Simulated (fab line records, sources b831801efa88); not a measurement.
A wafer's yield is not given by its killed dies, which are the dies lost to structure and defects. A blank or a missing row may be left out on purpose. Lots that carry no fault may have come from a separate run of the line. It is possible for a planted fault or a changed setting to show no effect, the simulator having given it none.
What tool caused it? :: flow gf180mcu :: 14 lots, 42 wafers sampled, at 5 steps of a route of 602

WHAT THE GAUGES SHOWED, per wafer
GF_DUAL_GATE_OVL_MEAS_11. Usual: DUAL_GATE_OVL gives 0.0 nm (standard deviation 1.3).
lot: L160
measured: day 8 21:26
on: overlay-01
DUAL_GATE_OVL (nm): -0.8 -0.6 0.8
flag: 

lot: L161
measured: day 9 10:15
on: overlay-02
DUAL_GATE_OVL (nm): -0.5 0.0 -1.7
flag: 

lot: L164
measured: day 10 00:00
on: overlay-01
DUAL_GATE_OVL (nm): 0.6 0.4 1.0
flag: 

lot: L165
measured: day 10 04:32
on: overlay-02
DUAL_GATE_OVL (nm): 1.3 -0.7 -0.3
flag: 

lot: L166
measured: day 10 13:07
on: overlay-02
DUAL_GATE_OVL (nm): 1.3 0.1 1.3
flag: 

lot: L167
measured: day 10 20:15
on: overlay-02
DUAL_GATE_OVL (nm): -0.1 0.6 -0.8
flag: 

lot: L168
measured: day 11 03:15
on: overlay-02
DUAL_GATE_OVL (nm): 2.3 3.3 3.5
flag: 

lot: L169
measured: day 11 13:23
on: overlay-01
DUAL_GATE_OVL (nm): 0.7 0.3 -0.1
flag: 

lot: L176
measured: day 13 11:50
on: overlay-01
DUAL_GATE_OVL (nm): - - -
flag: OFF

lot: L177
measured: day 13 18:02
on: overlay-01
DUAL_GATE_OVL (nm): - - -
flag: OFF

lot: L178
measured: day 14 03:06
on: overlay-02
DUAL_GATE_OVL (nm): 1.2 -0.3 1.2
flag: 

lot: L179
measured: day 14 11:41
on: overlay-02
DUAL_GATE_OVL (nm): 0.1 1.1 0.9
flag: 

lot: L180
measured: day 14 18:54
on: overlay-01
DUAL_GATE_OVL (nm): -1.1 -0.8 -0.9
flag: 

lot: L181
measured: day 15 03:08
on: overlay-01
DUAL_GATE_OVL (nm): -0.4 0.1 -0.2
flag: 

GF_POLY_GATE_CD_MEAS_10 targets a cd of 280 nm. Usual: cdNm at 279.9 nm, with a standard deviation of 1.2.
lot: L160
measured: day 9 17:48
on: cdSem-01
cdNm (nm): 281.2 280.7 281.3
flag: 

lot: L161
measured: day 10 08:04
on: cdSem-01
cdNm (nm): 280.9 280.7 281.0
flag: 

lot: L164
measured: day 10 21:40
on: cdSem-01
cdNm (nm): 281.6 280.0 280.3
flag: 

lot: L165
measured: day 11 02:08
on: cdSem-02
cdNm (nm): 277.6 277.8 279.0
flag: 

lot: L166
measured: day 11 11:01
on: cdSem-02
cdNm (nm): 281.4 280.2 279.8
flag: 

lot: L167
measured: day 11 17:30
on: cdSem-01
cdNm (nm): 278.6 278.5 278.9
flag: 

lot: L168
measured: day 12 01:38
on: cdSem-01
cdNm (nm): 280.6 280.6 281.8
flag: 

lot: L169
measured: day 12 12:56
on: cdSem-01
cdNm (nm): 279.4 279.5 281.1
flag: 

lot: L178
measured: day 15 03:27
on: cdSem-02
cdNm (nm): 281.2 280.4 279.9
flag: 

lot: L179
measured: day 15 12:41
on: cdSem-02
cdNm (nm): 279.8 280.7 280.1
flag: 

lot: L180
measured: day 15 20:02
on: cdSem-01
cdNm (nm): 279.5 279.8 280.0
flag: 

lot: L181
measured: day 16 05:05
on: cdSem-02
cdNm (nm): 277.8 279.0 278.4
flag: 

GF_V1_BOW_MEAS_05. Usual: V1_BOW gives 83 um (standard deviation 6.7).
lot: L160
measured: day 17 23:40
on: filmMetro-04
V1_BOW (um): 92 76 87
flag: 

lot: L161
measured: day 18 17:34
on: filmMetro-03
V1_BOW (um): 79 77 84
flag: 

lot: L164
measured: day 19 10:28
on: filmMetro-04
V1_BOW (um): 78 70 87
flag: 

lot: L165
measured: day 19 17:20
on: filmMetro-03
V1_BOW (um): 76 84 85
flag: 

lot: L166
measured: day 20 06:34
on: filmMetro-04
V1_BOW (um): 80 93 89
flag: 

lot: L167
measured: day 20 14:10
on: filmMetro-01
V1_BOW (um): 80 80 89
flag: 

lot: L168
measured: day 20 21:16
on: filmMetro-01
V1_BOW (um): 79 68 83
flag: 

lot: L169
measured: day 21 12:12
on: filmMetro-03
V1_BOW (um): 81 75 85
flag: 

lot: L178
measured: day 24 09:31
on: filmMetro-01
V1_BOW (um): 88 84 87
flag: 

lot: L179
measured: day 24 17:38
on: filmMetro-03
V1_BOW (um): 78 88 92
flag: 

lot: L180
measured: day 25 02:14
on: filmMetro-01
V1_BOW (um): 78 82 78
flag: 

lot: L181
measured: day 25 10:56
on: filmMetro-04
V1_BOW (um): 73 86 87
flag: 

TOOL THAT RAN EACH LOT (tool first, then ch and the chambers of the sampled wafers, then the start)
lot: L160
GF_DUAL_GATE_COAT_06: lithoTrack-01 ch 0, day 8 12:59
GF_CONTACT_STRIP_18: plasmaAsher-04 ch 1, day 16 21:04

lot: L161
GF_DUAL_GATE_COAT_06: lithoTrack-01 ch 0, day 9 01:26
GF_CONTACT_STRIP_18: plasmaAsher-02 ch 0,1, day 17 15:28

lot: L164
GF_DUAL_GATE_COAT_06: lithoTrack-03 ch 0, day 9 15:05
GF_CONTACT_STRIP_18: plasmaAsher-01 ch 0,1, day 18 07:29

lot: L165
GF_DUAL_GATE_COAT_06: lithoTrack-02 ch 0, day 9 19:09
GF_CONTACT_STRIP_18: plasmaAsher-02 ch 0,1, day 18 14:38

lot: L166
GF_DUAL_GATE_COAT_06: lithoTrack-01 ch 0, day 10 03:57
GF_CONTACT_STRIP_18: plasmaAsher-04 ch 0,1, day 19 03:50

lot: L167
GF_DUAL_GATE_COAT_06: lithoTrack-02 ch 0, day 10 11:09
GF_CONTACT_STRIP_18: plasmaAsher-04 ch 0,1, day 19 10:50

lot: L168
GF_DUAL_GATE_COAT_06: lithoTrack-02 ch 0, day 10 17:39
GF_CONTACT_STRIP_18: plasmaAsher-04 ch 0,1, day 19 18:19

lot: L169
GF_DUAL_GATE_COAT_06: lithoTrack-02 ch 0, day 11 04:33
GF_CONTACT_STRIP_18: plasmaAsher-04 ch 0,1, day 20 09:30

lot: L176
GF_DUAL_GATE_COAT_06: lithoTrack-01, day 13 02:06
GF_CONTACT_STRIP_18: -

lot: L177
GF_DUAL_GATE_COAT_06: lithoTrack-03, day 13 07:37
GF_CONTACT_STRIP_18: -

lot: L178
GF_DUAL_GATE_COAT_06: lithoTrack-01 ch 0, day 13 16:50
GF_CONTACT_STRIP_18: plasmaAsher-04 ch 0,1, day 23 08:43

lot: L179
GF_DUAL_GATE_COAT_06: lithoTrack-02 ch 0, day 14 01:18
GF_CONTACT_STRIP_18: plasmaAsher-01 ch 0,1, day 23 16:44

lot: L180
GF_DUAL_GATE_COAT_06: lithoTrack-03 ch 0, day 14 07:38
GF_CONTACT_STRIP_18: plasmaAsher-01 ch 0,1, day 24 01:47

lot: L181
GF_DUAL_GATE_COAT_06: lithoTrack-03 ch 0, day 14 16:07
GF_CONTACT_STRIP_18: plasmaAsher-01 ch 0,1, day 24 10:47
- GF_DUAL_GATE_COAT_06: resist thk 1000 nm.
- GF_CONTACT_STRIP_18: strips in O2/N2.

AS READ BY THE TOOLS THEMSELVES (means over the sampled wafers that have a number; for cases with no such wafer, the mark the record gives instead)
GF_DUAL_GATE_COAT_06. Usual: chillPlateTempC 22.99 C, standard deviation 0.11; dispensePressureKPa 45.6 kPa, standard deviation 1.4.
lot: L160
tool: lithoTrack-01
chillPlateTempC (C): 23.11
dispensePressureKPa (kPa): 44.5
flag: 

lot: L161
tool: lithoTrack-01
chillPlateTempC (C): 23.08
dispensePressureKPa (kPa): 44.5
flag: 

lot: L164
tool: lithoTrack-03
chillPlateTempC (C): 23.09
dispensePressureKPa (kPa): 44.5
flag: 

lot: L165
tool: lithoTrack-02
chillPlateTempC (C): 22.89
dispensePressureKPa (kPa): 47.3
flag: 

lot: L166
tool: lithoTrack-01
chillPlateTempC (C): 23.07
dispensePressureKPa (kPa): 44.5
flag: 

lot: L167
tool: lithoTrack-02
chillPlateTempC (C): 23.14
dispensePressureKPa (kPa): 47.3
flag: 

lot: L168
tool: lithoTrack-02
chillPlateTempC (C): 22.97
dispensePressureKPa (kPa): 47.4
flag: 

lot: L169
tool: lithoTrack-02
chillPlateTempC (C): 22.93
dispensePressureKPa (kPa): 47.4
flag: 

lot: L176
tool: lithoTrack-01
chillPlateTempC (C): -
dispensePressureKPa (kPa): -
flag: OFF

lot: L177
tool: lithoTrack-03
chillPlateTempC (C): -
dispensePressureKPa (kPa): -
flag: OFF

lot: L178
tool: lithoTrack-01
chillPlateTempC (C): 23.08
dispensePressureKPa (kPa): 44.4
flag: 

lot: L179
tool: lithoTrack-02
chillPlateTempC (C): 23.10
dispensePressureKPa (kPa): 47.4
flag: 

lot: L180
tool: lithoTrack-03
chillPlateTempC (C): 22.92
dispensePressureKPa (kPa): 44.5
flag: 

lot: L181
tool: lithoTrack-03
chillPlateTempC (C): 23.05
dispensePressureKPa (kPa): 44.6
flag: 

GF_CONTACT_STRIP_18. Usual: drypumpMotorCurrentA 5.3 A, standard deviation 0.37; heaterPowerW 327 W, standard deviation 21; n2FlowSccm 299.8 sccm, standard deviation 0.88; oesProductAu 0.580 a.u., standard deviation 0.005.
lot: L160
tool: plasmaAsher-04
drypumpMotorCurrentA (A): 4.8
heaterPowerW (W): 306
n2FlowSccm (sccm): 299.6
oesProductAu (a.u.): 0.585
flag: 

lot: L161
tool: plasmaAsher-02
drypumpMotorCurrentA (A): 5.6
heaterPowerW (W): 318
n2FlowSccm (sccm): 299.6
oesProductAu (a.u.): 0.584
flag: 

lot: L164
tool: plasmaAsher-01
drypumpMotorCurrentA (A): 5.2
heaterPowerW (W): 360
n2FlowSccm (sccm): 299.9
oesProductAu (a.u.): 0.583
flag: 

lot: L165
tool: plasmaAsher-02
drypumpMotorCurrentA (A): 5.8
heaterPowerW (W): 321
n2FlowSccm (sccm): 299.8
oesProductAu (a.u.): 0.581
flag: 

lot: L166
tool: plasmaAsher-04
drypumpMotorCurrentA (A): 5.0
heaterPowerW (W): 312
n2FlowSccm (sccm): 301.4
oesProductAu (a.u.): 0.575
flag: 

lot: L167
tool: plasmaAsher-04
drypumpMotorCurrentA (A): 5.3
heaterPowerW (W): 316
n2FlowSccm (sccm): 299.3
oesProductAu (a.u.): 0.585
flag: 

lot: L168
tool: plasmaAsher-04
drypumpMotorCurrentA (A): 5.0
heaterPowerW (W): 308
n2FlowSccm (sccm): 299.7
oesProductAu (a.u.): 0.582
flag: 

lot: L169
tool: plasmaAsher-04
drypumpMotorCurrentA (A): 5.3
heaterPowerW (W): 320
n2FlowSccm (sccm): 299.7
oesProductAu (a.u.): 0.577
flag: 

lot: L178
tool: plasmaAsher-04
drypumpMotorCurrentA (A): 5.1
heaterPowerW (W): 310
n2FlowSccm (sccm): 300.3
oesProductAu (a.u.): 0.581
flag: 

lot: L179
tool: plasmaAsher-01
drypumpMotorCurrentA (A): 5.1
heaterPowerW (W): 358
n2FlowSccm (sccm): 300.5
oesProductAu (a.u.): 0.582
flag: 

lot: L180
tool: plasmaAsher-01
drypumpMotorCurrentA (A): 5.2
heaterPowerW (W): 345
n2FlowSccm (sccm): 298.3
oesProductAu (a.u.): 0.580
flag: 

lot: L181
tool: plasmaAsher-01
drypumpMotorCurrentA (A): 5.1
heaterPowerW (W): 364
n2FlowSccm (sccm): 299.9
oesProductAu (a.u.): 0.577
flag: 

THE ANSWER, worked out from the rows above alone
Rule: a lot counts as off when the mean over its wafers that have a number is more than 3 standard deviations away from the usual mean. A lot without any number at a reading at which 4 lots or more have one is off too. The other lots that the step has rows for count as sound. The gauges are gone through in route order, then the tools' own readings, and for those a lot's mean is taken as printed above. At the first step where some lot is off, the reading lying furthest off is the one used; lots without a number count as furthest.
Off: L176, L177, at GF_DUAL_GATE_OVL_MEAS_11 (DUAL_GATE_OVL). Without a number there: L176, L177.
If a tool, at a process step before that reading, ran all the lots that are off and no sound lot after the first of them, it fits. Not tried: the gauges at GF_DUAL_GATE_OVL_MEAS_11; whatever is off there is also off at GF_DUAL_GATE_COAT_06, on other tools, and gauge error can't account for it. Of those tried, none fits.

WHAT WAS PUT IN BY THE SIMULATOR
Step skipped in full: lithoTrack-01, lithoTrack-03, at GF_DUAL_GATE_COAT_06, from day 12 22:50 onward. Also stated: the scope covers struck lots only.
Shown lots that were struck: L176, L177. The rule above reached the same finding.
